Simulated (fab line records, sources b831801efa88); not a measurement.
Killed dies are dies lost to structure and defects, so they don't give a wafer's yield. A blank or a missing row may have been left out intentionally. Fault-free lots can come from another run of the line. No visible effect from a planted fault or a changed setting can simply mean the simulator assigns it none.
fab line records :: flow sky130
record
  lots=5
  wafers=15
  lastDay=49
route steps=708 shown DNWELL@42 PWDE@45 NWELL@56
lots untouched by any fault: they come from a run of this same line in which no faults occurred
startH: the number of hours between the record's first day and the start of the first shown wafer of the lot :: waitH: how many hours have passed since the lot's step before this one :: " identical to the entry in the row above :: L1.1+2: a row that stands for several wafers :: - either no value or no given start :: * or withheld: withheld :: < > ~ a bound
route shown NAME@n: names a module that has steps shown in the file, with the first one's number in the route :: usual: mean/standard deviation of fault-free wafers :: same: alike in all rows :: chamber/n: place in a boat :: sites: each site's reading :: _std_site: the values' standard deviation :: _edge_site: mean of outer sites minus mean of inner sites :: radiusMm: how far each site lies from the wafer's centre :: mask NAME#n: copy n :: behind: the most recent tool/chamber to have shaped the wafer :: hold: cause of the lot's hold/its duration in hours/its outcome :: device: whichever transistor did not switch (one of n, p or np) :: end of line: tests of these same wafers at the route's end :: a step with no rows: only its recipe :: killed: dies lost to structure and defects at the first sort, not the wafer's yield :: map: per-die view of a wafer (x killed, . not killed, _ where there is no die)
set.NAME: setting as actually run; set.NAME@STEP: the setting as run at that earlier step :: model.NAME: the simulator's own value behind a step, which no gauge read
a table for each step, a row for each wafer; lots at some steps of the route
services: the hour from which a tool's chamber was out of use, counted from the record's first day as startH (under 0 if before that day), plus the number of hours and why
## steps
# step SKY_DNWELL_IMPLANT_07
# recipe
  species=P
  energyKev=withheld
  doseCm2=withheld
  tiltDeg=withheld
# step SKY_DNWELL_STRIP_08
# recipe
  chemistry=O2/N2
  powerW=1400
  pressureMtorr=1500
  platenTempC=withheld
  o2FlowSccm=3000
  n2FlowSccm=300
  overashFraction=0.5
# usual
  drypumpMotorCurrentA=5.7/0.51
  o2FlowSccm=3000/10
  oesProductAu=0.722/0.0046
  stripTimeToEndpointS=36.90/0.093
lot.wafer: L113.1
tool: plasmaAsher-04
chamber: 0
startH: 71.06
waitH: 0.1
drypumpMotorCurrentA: 6.2
o2FlowSccm: 3001
oesProductAu: 0.722
rfHoursCounterH: 40
stripTimeToEndpointS: 36.89

lot.wafer: L113.4
tool: plasmaAsher-04
chamber: 1
startH: 71.06
waitH: 0.1
drypumpMotorCurrentA: 5.2
o2FlowSccm: 2998
oesProductAu: 0.725
rfHoursCounterH: -
stripTimeToEndpointS: 36.95

lot.wafer: L113.5
tool: plasmaAsher-04
chamber: 1
startH: 71.06
waitH: 0.1
drypumpMotorCurrentA: 5.2
o2FlowSccm: 2997
oesProductAu: 0.723
rfHoursCounterH: -
stripTimeToEndpointS: 36.98

lot.wafer: L118.1
tool: plasmaAsher-02
chamber: 0
startH: 97.68
waitH: 0.1
drypumpMotorCurrentA: 5.0
o2FlowSccm: 2993
oesProductAu: 0.725
rfHoursCounterH: 39
stripTimeToEndpointS: 36.71

lot.wafer: L118.3
tool: plasmaAsher-02
chamber: 0
startH: 97.68
waitH: 0.1
drypumpMotorCurrentA: 5.0
o2FlowSccm: 2988
oesProductAu: 0.731
rfHoursCounterH: -
stripTimeToEndpointS: 36.84

lot.wafer: L118.6
tool: plasmaAsher-02
chamber: 1
startH: 97.68
waitH: 0.1
drypumpMotorCurrentA: 5.5
o2FlowSccm: 2989
oesProductAu: 0.723
rfHoursCounterH: -
stripTimeToEndpointS: 36.84

lot.wafer: L121.3
tool: plasmaAsher-03
chamber: 1
startH: 113.09
waitH: 0.1
drypumpMotorCurrentA: 6.5
o2FlowSccm: 2999
oesProductAu: 0.720
rfHoursCounterH: -
stripTimeToEndpointS: 36.92

lot.wafer: L121.4
tool: plasmaAsher-03
chamber: 0
startH: 113.09
waitH: 0.1
drypumpMotorCurrentA: 5.8
o2FlowSccm: 3004
oesProductAu: 0.723
rfHoursCounterH: -
stripTimeToEndpointS: 37.01

lot.wafer: L121.5
tool: plasmaAsher-03
chamber: 0
startH: 113.09
waitH: 0.1
drypumpMotorCurrentA: 5.8
o2FlowSccm: 3000
oesProductAu: 0.715
rfHoursCounterH: -
stripTimeToEndpointS: 36.99

lot.wafer: L128.2
tool: plasmaAsher-04
chamber: 1
startH: 154.16
waitH: 0.1
drypumpMotorCurrentA: 5.2
o2FlowSccm: 3004
oesProductAu: 0.732
rfHoursCounterH: 49
stripTimeToEndpointS: 36.78

lot.wafer: L128.3
tool: plasmaAsher-04
chamber: 1
startH: 154.16
waitH: 0.1
drypumpMotorCurrentA: 5.2
o2FlowSccm: 2999
oesProductAu: 0.720
rfHoursCounterH: -
stripTimeToEndpointS: 36.85

lot.wafer: L128.5
tool: plasmaAsher-04
chamber: 0
startH: 154.16
waitH: 0.1
drypumpMotorCurrentA: 6.2
o2FlowSccm: 3003
oesProductAu: 0.720
rfHoursCounterH: -
stripTimeToEndpointS: 36.83

lot.wafer: L129.1
tool: plasmaAsher-04
chamber: 0
startH: 157.96
waitH: 0.1
drypumpMotorCurrentA: 6.2
o2FlowSccm: 2987
oesProductAu: 0.721
rfHoursCounterH: 49
stripTimeToEndpointS: 36.97

lot.wafer: L129.3
tool: plasmaAsher-04
chamber: 0
startH: 157.96
waitH: 0.1
drypumpMotorCurrentA: 6.1
o2FlowSccm: 2983
oesProductAu: 0.723
rfHoursCounterH: -
stripTimeToEndpointS: 36.93

lot.wafer: L129.5
tool: plasmaAsher-04
chamber: 0
startH: 157.96
waitH: 0.1
drypumpMotorCurrentA: 6.2
o2FlowSccm: 2984
oesProductAu: 0.723
rfHoursCounterH: -
stripTimeToEndpointS: 36.84
# step SKY_DNWELL_TW_MEAS_09
# usual
  DNWELL_TW=1107/8.4
lot.wafer: L113.1
tool: filmMetro-02
chamber: -
startH: 71.16
waitH: 0.1
DNWELL_TW: 1107

lot.wafer: L113.4
tool: filmMetro-02
chamber: -
startH: 71.16
waitH: 0.1
DNWELL_TW: 1116

lot.wafer: L113.5
tool: filmMetro-02
chamber: -
startH: 71.16
waitH: 0.1
DNWELL_TW: 1116

lot.wafer: L118.1
tool: filmMetro-04
chamber: -
startH: 97.78
waitH: 0.1
DNWELL_TW: 1117

lot.wafer: L118.3
tool: filmMetro-04
chamber: -
startH: 97.78
waitH: 0.1
DNWELL_TW: 1109

lot.wafer: L118.6
tool: filmMetro-04
chamber: -
startH: 97.78
waitH: 0.1
DNWELL_TW: 1109

lot.wafer: L121.3
tool: filmMetro-04
chamber: -
startH: 113.18
waitH: 0.1
DNWELL_TW: 1117

lot.wafer: L121.4
tool: filmMetro-04
chamber: -
startH: 113.18
waitH: 0.1
DNWELL_TW: 1121

lot.wafer: L121.5
tool: filmMetro-04
chamber: -
startH: 113.18
waitH: 0.1
DNWELL_TW: 1115

lot.wafer: L128.2
tool: filmMetro-04
chamber: -
startH: 154.27
waitH: 0.1
DNWELL_TW: 1110

lot.wafer: L128.3
tool: filmMetro-04
chamber: -
startH: 154.27
waitH: 0.1
DNWELL_TW: 1110

lot.wafer: L128.5
tool: filmMetro-04
chamber: -
startH: 154.27
waitH: 0.1
DNWELL_TW: 1113

lot.wafer: L129.1
tool: filmMetro-01
chamber: -
startH: 158.06
waitH: 0.1
DNWELL_TW: 1113

lot.wafer: L129.3
tool: filmMetro-01
chamber: -
startH: 158.06
waitH: 0.1
DNWELL_TW: 1114

lot.wafer: L129.5
tool: filmMetro-01
chamber: -
startH: 158.06
waitH: 0.1
DNWELL_TW: 1116
# step SKY_PWDE_DEHYDRATE_00
# recipe
  tempC=200
  timeS=60
# step SKY_PWDE_HMDS_01
# recipe
  primeTimeS=60
  primeTempC=120
# step SKY_PWDE_COAT_02
# recipe
  spinRpm=2000
  resistThkNm=3000
# step SKY_PWDE_SOFTBAKE_03
# recipe
  tempC=110
  timeS=withheld
# step SKY_PWDE_EXPOSE_04
# recipe
  maskId=PWDEM
  na=0.6
  sourceShape=conventional
  sigmaOuter=0.6
  polarization=unpolarized
  targetCdNm=840
  doseMj=214
# step SKY_PWDE_PEB_05
# recipe
  tempC=115
  timeS=withheld
# step SKY_PWDE_DEVELOP_06
# recipe
  wallAngleDeg=90
  developer=TMAH
  developTimeS=60
  devTempC=23
# step SKY_PWDE_OVL_MEAS_07
# usual
  PWDE_OVL=0.8/1.3
lot.wafer: L113.1
tool: overlay-02
chamber: -
startH: 87.61
waitH: -
PWDE_OVL[nm]: 1.8

lot.wafer: L113.4
tool: overlay-02
chamber: -
startH: 87.61
waitH: -
PWDE_OVL[nm]: -0.5

lot.wafer: L113.5
tool: overlay-02
chamber: -
startH: 87.61
waitH: -
PWDE_OVL[nm]: -0.5

lot.wafer: L118.1
tool: overlay-02
chamber: -
startH: 116.01
waitH: -
PWDE_OVL[nm]: 3.6

lot.wafer: L118.3
tool: overlay-02
chamber: -
startH: 116.01
waitH: -
PWDE_OVL[nm]: 1.8

lot.wafer: L118.6
tool: overlay-02
chamber: -
startH: 116.01
waitH: -
PWDE_OVL[nm]: 0.8

lot.wafer: L121.3
tool: overlay-01
chamber: -
startH: 131.27
waitH: -
PWDE_OVL[nm]: 0.8

lot.wafer: L121.4
tool: overlay-01
chamber: -
startH: 131.27
waitH: -
PWDE_OVL[nm]: 1.2

lot.wafer: L121.5
tool: overlay-01
chamber: -
startH: 131.27
waitH: -
PWDE_OVL[nm]: -0.2

lot.wafer: L128.2
tool: overlay-01
chamber: -
startH: 174.21
waitH: -
PWDE_OVL[nm]: 2.3

lot.wafer: L128.3
tool: overlay-01
chamber: -
startH: 174.21
waitH: -
PWDE_OVL[nm]: 1.2

lot.wafer: L128.5
tool: overlay-01
chamber: -
startH: 174.21
waitH: -
PWDE_OVL[nm]: 1.7

lot.wafer: L129.1
tool: overlay-01
chamber: -
startH: 178.52
waitH: -
PWDE_OVL[nm]: 1.6

lot.wafer: L129.3
tool: overlay-01
chamber: -
startH: 178.52
waitH: -
PWDE_OVL[nm]: 2.1

lot.wafer: L129.5
tool: overlay-01
chamber: -
startH: 178.52
waitH: -
PWDE_OVL[nm]: 2.0
# step SKY_PWDE_IMPLANT_08
# recipe
  species=B
  energyKev=150
  doseCm2=3.6e+12
  tiltDeg=withheld
# step SKY_PWDE_STRIP_09
# recipe
  chemistry=O2/N2
  powerW=1400
  pressureMtorr=1500
  platenTempC=withheld
  o2FlowSccm=3000
  n2FlowSccm=300
  overashFraction=0.5
# usual
  drypumpMotorCurrentA=5.7/0.43
  o2FlowSccm=2999/8.9
  oesProductAu=0.722/0.0051
  stripTimeToEndpointS=36.88/0.088
lot.wafer: L113.1
tool: plasmaAsher-03
chamber: 1
startH: 87.80
waitH: 0.1
drypumpMotorCurrentA: 6.4
o2FlowSccm: 2996
oesProductAu: 0.724
rfHoursCounterH: 40
stripTimeToEndpointS: 37.03
model.coat_of_PWDE_COAT_02.thkNm: 0

lot.wafer: L113.4
tool: plasmaAsher-03
chamber: 0
startH: 87.80
waitH: 0.1
drypumpMotorCurrentA: 5.8
o2FlowSccm: 3005
oesProductAu: 0.716
rfHoursCounterH: -
stripTimeToEndpointS: 36.98
model.coat_of_PWDE_COAT_02.thkNm: 0

lot.wafer: L113.5
tool: plasmaAsher-03
chamber: 0
startH: 87.80
waitH: 0.1
drypumpMotorCurrentA: 5.8
o2FlowSccm: 2992
oesProductAu: 0.728
rfHoursCounterH: -
stripTimeToEndpointS: 36.90
model.coat_of_PWDE_COAT_02.thkNm: 0

lot.wafer: L118.1
tool: plasmaAsher-01
chamber: 0
startH: 116.19
waitH: 0.1
drypumpMotorCurrentA: 6.0
o2FlowSccm: 2994
oesProductAu: 0.719
rfHoursCounterH: 31
stripTimeToEndpointS: 36.85
model.coat_of_PWDE_COAT_02.thkNm: 0

lot.wafer: L118.3
tool: plasmaAsher-01
chamber: 1
startH: 116.19
waitH: 0.1
drypumpMotorCurrentA: 5.5
o2FlowSccm: 2992
oesProductAu: 0.727
rfHoursCounterH: -
stripTimeToEndpointS: 36.89
model.coat_of_PWDE_COAT_02.thkNm: 0

lot.wafer: L118.6
tool: plasmaAsher-01
chamber: 0
startH: 116.19
waitH: 0.1
drypumpMotorCurrentA: 5.9
o2FlowSccm: 3006
oesProductAu: 0.720
rfHoursCounterH: -
stripTimeToEndpointS: 36.94
model.coat_of_PWDE_COAT_02.thkNm: 0

lot.wafer: L121.3
tool: plasmaAsher-01
chamber: 1
startH: 131.48
waitH: 0.1
drypumpMotorCurrentA: 5.5
o2FlowSccm: 3001
oesProductAu: 0.926
rfHoursCounterH: -
stripTimeToEndpointS: -
model.coat_of_PWDE_COAT_02.thkNm: 1611

lot.wafer: L121.4
tool: plasmaAsher-01
chamber: 0
startH: 131.48
waitH: 0.1
drypumpMotorCurrentA: 6.0
o2FlowSccm: 2989
oesProductAu: 0.919
rfHoursCounterH: -
stripTimeToEndpointS: -
model.coat_of_PWDE_COAT_02.thkNm: 1609

lot.wafer: L121.5
tool: plasmaAsher-01
chamber: 1
startH: 131.48
waitH: 0.1
drypumpMotorCurrentA: 5.5
o2FlowSccm: 3017
oesProductAu: 0.929
rfHoursCounterH: -
stripTimeToEndpointS: -
model.coat_of_PWDE_COAT_02.thkNm: 1610

lot.wafer: L128.2
tool: plasmaAsher-02
chamber: 0
startH: 174.39
waitH: 0.1
drypumpMotorCurrentA: 5.0
o2FlowSccm: 3016
oesProductAu: 0.721
rfHoursCounterH: 5
stripTimeToEndpointS: 36.83
model.coat_of_PWDE_COAT_02.thkNm: 0

lot.wafer: L128.3
tool: plasmaAsher-02
chamber: 0
startH: 174.39
waitH: 0.1
drypumpMotorCurrentA: 5.0
o2FlowSccm: 3005
oesProductAu: 0.732
rfHoursCounterH: -
stripTimeToEndpointS: 36.87
model.coat_of_PWDE_COAT_02.thkNm: 0

lot.wafer: L128.5
tool: plasmaAsher-02
chamber: 0
startH: 174.39
waitH: 0.1
drypumpMotorCurrentA: 5.0
o2FlowSccm: 3006
oesProductAu: 0.727
rfHoursCounterH: -
stripTimeToEndpointS: 36.80
model.coat_of_PWDE_COAT_02.thkNm: 0

lot.wafer: L129.1
tool: plasmaAsher-02
chamber: 1
startH: 178.70
waitH: 0.1
drypumpMotorCurrentA: 5.5
o2FlowSccm: 2991
oesProductAu: 0.727
rfHoursCounterH: 6
stripTimeToEndpointS: 36.79
model.coat_of_PWDE_COAT_02.thkNm: 0

lot.wafer: L129.3
tool: plasmaAsher-02
chamber: 0
startH: 178.70
waitH: 0.1
drypumpMotorCurrentA: 5.0
o2FlowSccm: 2991
oesProductAu: 0.726
rfHoursCounterH: -
stripTimeToEndpointS: 36.73
model.coat_of_PWDE_COAT_02.thkNm: 0

lot.wafer: L129.5
tool: plasmaAsher-02
chamber: 1
startH: 178.70
waitH: 0.1
drypumpMotorCurrentA: 5.5
o2FlowSccm: 2994
oesProductAu: 0.723
rfHoursCounterH: -
stripTimeToEndpointS: 36.81
model.coat_of_PWDE_COAT_02.thkNm: 0
# step SKY_PWDE_TW_MEAS_10
# usual
  PWDE_TW=371.5/2.7
lot.wafer: L113.1
tool: filmMetro-02
chamber: -
startH: 87.90
waitH: 0.1
PWDE_TW: 365.8

lot.wafer: L113.4
tool: filmMetro-02
chamber: -
startH: 87.90
waitH: 0.1
PWDE_TW: 367.2

lot.wafer: L113.5
tool: filmMetro-02
chamber: -
startH: 87.90
waitH: 0.1
PWDE_TW: 367.6

lot.wafer: L118.1
tool: filmMetro-02
chamber: -
startH: 116.29
waitH: 0.1
PWDE_TW: 370.8

lot.wafer: L118.3
tool: filmMetro-02
chamber: -
startH: 116.29
waitH: 0.1
PWDE_TW: 371.1

lot.wafer: L118.6
tool: filmMetro-02
chamber: -
startH: 116.29
waitH: 0.1
PWDE_TW: 369.4

lot.wafer: L121.3
tool: filmMetro-01
chamber: -
startH: 131.56
waitH: 0.1
PWDE_TW: 369.2

lot.wafer: L121.4
tool: filmMetro-01
chamber: -
startH: 131.56
waitH: 0.1
PWDE_TW: 370.7

lot.wafer: L121.5
tool: filmMetro-01
chamber: -
startH: 131.56
waitH: 0.1
PWDE_TW: 370.8

lot.wafer: L128.2
tool: filmMetro-04
chamber: -
startH: 174.50
waitH: 0.1
PWDE_TW: 372.9

lot.wafer: L128.3
tool: filmMetro-04
chamber: -
startH: 174.50
waitH: 0.1
PWDE_TW: 372.6

lot.wafer: L128.5
tool: filmMetro-04
chamber: -
startH: 174.50
waitH: 0.1
PWDE_TW: 374.6

lot.wafer: L129.1
tool: filmMetro-01
chamber: -
startH: 178.80
waitH: 0.1
PWDE_TW: 373.7

lot.wafer: L129.3
tool: filmMetro-01
chamber: -
startH: 178.80
waitH: 0.1
PWDE_TW: 373.8

lot.wafer: L129.5
tool: filmMetro-01
chamber: -
startH: 178.80
waitH: 0.1
PWDE_TW: 374.2
# step SKY_NWELL_DEHYDRATE_03
# recipe
  tempC=200
  timeS=60
# step SKY_NWELL_HMDS_04
# recipe
  primeTimeS=60
  primeTempC=120
# step SKY_NWELL_COAT_05
# recipe
  spinRpm=2000
  resistThkNm=3000
# step SKY_NWELL_SOFTBAKE_06
# recipe
  tempC=110
  timeS=withheld
# step SKY_NWELL_EXPOSE_07
# recipe
  maskId=NWM
  na=0.6
  sourceShape=conventional
  sigmaOuter=0.6
  polarization=unpolarized
  targetCdNm=840
  doseMj=255
# step SKY_NWELL_PEB_08
# recipe
  tempC=115
  timeS=withheld
# step SKY_NWELL_DEVELOP_09
# recipe
  wallAngleDeg=90
  developer=TMAH
  developTimeS=60
  devTempC=23
# step SKY_NWELL_OVL_MEAS_10
# usual
  NWELL_00_OVL=-0.3/1.4
lot.wafer: L113.1
tool: overlay-02
chamber: -
startH: 104.97
waitH: -
NWELL_00_OVL[nm]: 2.2

lot.wafer: L113.4
tool: overlay-02
chamber: -
startH: 104.97
waitH: -
NWELL_00_OVL[nm]: 2.1

lot.wafer: L113.5
tool: overlay-02
chamber: -
startH: 104.97
waitH: -
NWELL_00_OVL[nm]: 3.0

lot.wafer: L118.1
tool: overlay-02
chamber: -
startH: 134.73
waitH: -
NWELL_00_OVL[nm]: -0.7

lot.wafer: L118.3
tool: overlay-02
chamber: -
startH: 134.73
waitH: -
NWELL_00_OVL[nm]: 1.0

lot.wafer: L118.6
tool: overlay-02
chamber: -
startH: 134.73
waitH: -
NWELL_00_OVL[nm]: 1.0

lot.wafer: L121.3
tool: overlay-01
chamber: -
startH: 150.08
waitH: -
NWELL_00_OVL[nm]: -1.5

lot.wafer: L121.4
tool: overlay-01
chamber: -
startH: 150.08
waitH: -
NWELL_00_OVL[nm]: -0.4

lot.wafer: L121.5
tool: overlay-01
chamber: -
startH: 150.08
waitH: -
NWELL_00_OVL[nm]: -0.5

lot.wafer: L128.2
tool: overlay-02
chamber: -
startH: 195.28
waitH: -
NWELL_00_OVL[nm]: -2.2

lot.wafer: L128.3
tool: overlay-02
chamber: -
startH: 195.28
waitH: -
NWELL_00_OVL[nm]: -4.2

lot.wafer: L128.5
tool: overlay-02
chamber: -
startH: 195.28
waitH: -
NWELL_00_OVL[nm]: -0.8

lot.wafer: L129.1
tool: overlay-02
chamber: -
startH: 200.12
waitH: -
NWELL_00_OVL[nm]: 0.7

lot.wafer: L129.3
tool: overlay-02
chamber: -
startH: 200.12
waitH: -
NWELL_00_OVL[nm]: 0.8

lot.wafer: L129.5
tool: overlay-02
chamber: -
startH: 200.12
waitH: -
NWELL_00_OVL[nm]: -2.0
# step SKY_NWELL_IMPLANT_11
# recipe
  species=P
  energyKev=400
  doseCm2=1.9e+13
  tiltDeg=withheld
# step SKY_NWELL_IMPLANT_12
# recipe
  species=P
  energyKev=121.5
  doseCm2=1.3e+12
  tiltDeg=withheld
# step SKY_NWELL_IMPLANT_13
# recipe
  species=P
  energyKev=50
  doseCm2=7e+11
  tiltDeg=withheld
# step SKY_NWELL_STRIP_14
# recipe
  chemistry=O2/N2
  powerW=1400
  pressureMtorr=1500
  platenTempC=withheld
  o2FlowSccm=3000
  n2FlowSccm=300
  overashFraction=0.5
# usual
  drypumpMotorCurrentA=5.9/0.44
  o2FlowSccm=2998/9.5
  oesProductAu=0.722/0.0046
  stripTimeToEndpointS=36.90/0.12
lot.wafer: L113.1
tool: plasmaAsher-04
chamber: 0
startH: 105.45
waitH: 0.1
drypumpMotorCurrentA: 6.2
o2FlowSccm: 3005
oesProductAu: 0.721
rfHoursCounterH: 44
stripTimeToEndpointS: 36.87

lot.wafer: L113.4
tool: plasmaAsher-04
chamber: 0
startH: 105.45
waitH: 0.1
drypumpMotorCurrentA: 6.2
o2FlowSccm: 2991
oesProductAu: 0.728
rfHoursCounterH: -
stripTimeToEndpointS: 36.91

lot.wafer: L113.5
tool: plasmaAsher-04
chamber: 0
startH: 105.45
waitH: 0.1
drypumpMotorCurrentA: 6.2
o2FlowSccm: 2994
oesProductAu: 0.723
rfHoursCounterH: -
stripTimeToEndpointS: 36.95

lot.wafer: L118.1
tool: plasmaAsher-03
chamber: 0
startH: 135.21
waitH: 0.1
drypumpMotorCurrentA: 5.8
o2FlowSccm: 3000
oesProductAu: 0.730
rfHoursCounterH: 45
stripTimeToEndpointS: 37.05

lot.wafer: L118.3
tool: plasmaAsher-03
chamber: 1
startH: 135.21
waitH: 0.1
drypumpMotorCurrentA: 6.5
o2FlowSccm: 2998
oesProductAu: 0.725
rfHoursCounterH: -
stripTimeToEndpointS: 37.15

lot.wafer: L118.6
tool: plasmaAsher-03
chamber: 1
startH: 135.21
waitH: 0.1
drypumpMotorCurrentA: 6.5
o2FlowSccm: 2995
oesProductAu: 0.716
rfHoursCounterH: -
stripTimeToEndpointS: 37.05

lot.wafer: L121.3
tool: plasmaAsher-03
chamber: 0
startH: 150.59
waitH: 0.1
drypumpMotorCurrentA: 5.8
o2FlowSccm: 3005
oesProductAu: 0.731
rfHoursCounterH: -
stripTimeToEndpointS: 60.67

lot.wafer: L121.4
tool: plasmaAsher-03
chamber: 1
startH: 150.59
waitH: 0.1
drypumpMotorCurrentA: 6.5
o2FlowSccm: 3004
oesProductAu: 0.730
rfHoursCounterH: -
stripTimeToEndpointS: 60.59

lot.wafer: L121.5
tool: plasmaAsher-03
chamber: 0
startH: 150.59
waitH: 0.1
drypumpMotorCurrentA: 5.8
o2FlowSccm: 3014
oesProductAu: 0.725
rfHoursCounterH: -
stripTimeToEndpointS: 60.81

lot.wafer: L128.2
tool: plasmaAsher-04
chamber: 0
startH: 195.76
waitH: 0.1
drypumpMotorCurrentA: 6.2
o2FlowSccm: 2991
oesProductAu: 0.724
rfHoursCounterH: 53
stripTimeToEndpointS: 36.86

lot.wafer: L128.3
tool: plasmaAsher-04
chamber: 0
startH: 195.76
waitH: 0.1
drypumpMotorCurrentA: 6.2
o2FlowSccm: 2987
oesProductAu: 0.724
rfHoursCounterH: -
stripTimeToEndpointS: 36.80

lot.wafer: L128.5
tool: plasmaAsher-04
chamber: 1
startH: 195.76
waitH: 0.1
drypumpMotorCurrentA: 5.2
o2FlowSccm: 3009
oesProductAu: 0.712
rfHoursCounterH: -
stripTimeToEndpointS: 36.76

lot.wafer: L129.1
tool: plasmaAsher-01
chamber: 0
startH: 200.60
waitH: 0.1
drypumpMotorCurrentA: 5.9
o2FlowSccm: 2994
oesProductAu: 0.719
rfHoursCounterH: 39
stripTimeToEndpointS: 36.79

lot.wafer: L129.3
tool: plasmaAsher-01
chamber: 1
startH: 200.60
waitH: 0.1
drypumpMotorCurrentA: 5.5
o2FlowSccm: 3005
oesProductAu: 0.725
rfHoursCounterH: -
stripTimeToEndpointS: 36.75

lot.wafer: L129.5
tool: plasmaAsher-01
chamber: 0
startH: 200.60
waitH: 0.1
drypumpMotorCurrentA: 5.9
o2FlowSccm: 3006
oesProductAu: 0.716
rfHoursCounterH: -
stripTimeToEndpointS: 36.89
# step SKY_NWELL_TW_MEAS_15
# usual
  NWELL_TW=1812/10
lot.wafer: L113.1
tool: filmMetro-04
chamber: -
startH: 105.55
waitH: 0.1
NWELL_TW: 1817

lot.wafer: L113.4
tool: filmMetro-04
chamber: -
startH: 105.55
waitH: 0.1
NWELL_TW: 1814

lot.wafer: L113.5
tool: filmMetro-04
chamber: -
startH: 105.55
waitH: 0.1
NWELL_TW: 1815

lot.wafer: L118.1
tool: filmMetro-02
chamber: -
startH: 135.31
waitH: 0.1
NWELL_TW: 1804

lot.wafer: L118.3
tool: filmMetro-02
chamber: -
startH: 135.31
waitH: 0.1
NWELL_TW: 1802

lot.wafer: L118.6
tool: filmMetro-02
chamber: -
startH: 135.31
waitH: 0.1
NWELL_TW: 1803

lot.wafer: L121.3
tool: filmMetro-01
chamber: -
startH: 150.67
waitH: 0.1
NWELL_TW: 30

lot.wafer: L121.4
tool: filmMetro-01
chamber: -
startH: 150.67
waitH: 0.1
NWELL_TW: 30

lot.wafer: L121.5
tool: filmMetro-01
chamber: -
startH: 150.67
waitH: 0.1
NWELL_TW: 30

lot.wafer: L128.2
tool: filmMetro-04
chamber: -
startH: 195.87
waitH: 0.1
NWELL_TW: 1825

lot.wafer: L128.3
tool: filmMetro-04
chamber: -
startH: 195.87
waitH: 0.1
NWELL_TW: 1815

lot.wafer: L128.5
tool: filmMetro-04
chamber: -
startH: 195.87
waitH: 0.1
NWELL_TW: 1823

lot.wafer: L129.1
tool: filmMetro-01
chamber: -
startH: 200.70
waitH: 0.1
NWELL_TW: 1818

lot.wafer: L129.3
tool: filmMetro-01
chamber: -
startH: 200.70
waitH: 0.1
NWELL_TW: 1813

lot.wafer: L129.5
tool: filmMetro-01
chamber: -
startH: 200.70
waitH: 0.1
NWELL_TW: 1814
# step SKY_NWELL_DEHYDRATE_16
# recipe
  tempC=200
  timeS=60
## services
tool: plasmaAsher-01
chamber: -
startH: 63.79
hours: 1.7
kind: repair

tool: plasmaAsher-04
chamber: -
startH: 65.53
hours: 1.0
kind: repair

tool: plasmaAsher-03
chamber: -
startH: 102.92
hours: 1.3
kind: repair

tool: plasmaAsher-02
chamber: -
startH: 108.75
hours: 9.0
kind: pm

tool: plasmaAsher-02
chamber: 0
startH: 108.75
hours: 9.0
kind: ventCycle

tool: plasmaAsher-02
chamber: 1
startH: 108.75
hours: 9.0
kind: ventCycle

tool: plasmaAsher-02
chamber: 0
startH: 117.75
hours: -
kind: clean

tool: plasmaAsher-02
chamber: 1
startH: 117.75
hours: -
kind: clean

tool: plasmaAsher-03
chamber: -
startH: 155.75
hours: 0.5
kind: repair
## key
firstSign
  step=SKY_PWDE_STRIP_09
  reading=oesProductAu
  direction=up
  sigmas=39
  usual=0.722
  struck=0.925
effect
  step=SKY_NWELL_STRIP_14
  reading=stripTimeToEndpointS
  direction=up
  sigmas=99+
  usual=*
  struck=*
effect
  step=SKY_NWELL_TW_MEAS_15
  reading=NWELL_TW
  direction=down
  sigmas=99+
  usual=1812
  struck=30
modelEffect
  step=SKY_PWDE_STRIP_09
  value=coat_of_PWDE_COAT_02.thkNm
  without=0
  struck=1610
metAt SKY_PWDE_STRIP_09
struckWafers L121.3,L121.4,L121.5
sortLeftOut L121.3,L121.4,L121.5
testerLeftOut L121
onsetBetween 116.19 131.48
fault
  kind=stripAborted
  tool=plasmaAsher-01
  chamber=-
  onsetH=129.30
  steps=SKY_PWDE_STRIP_09
  offset=0.76462
  endH=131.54
# testerLeftOut: of these lots the tester's yield and bins aren't shown, on N5 and GAA mostly nor the transistor test; their killed dies are dies lost to structure and defects alone, not to doping, threshold or leakage, so they don't give the yield
# sortLeftOut: the simulated sort isn't trusted on such a fault, so these wafers' sort isn't shown, and their yield isn't known
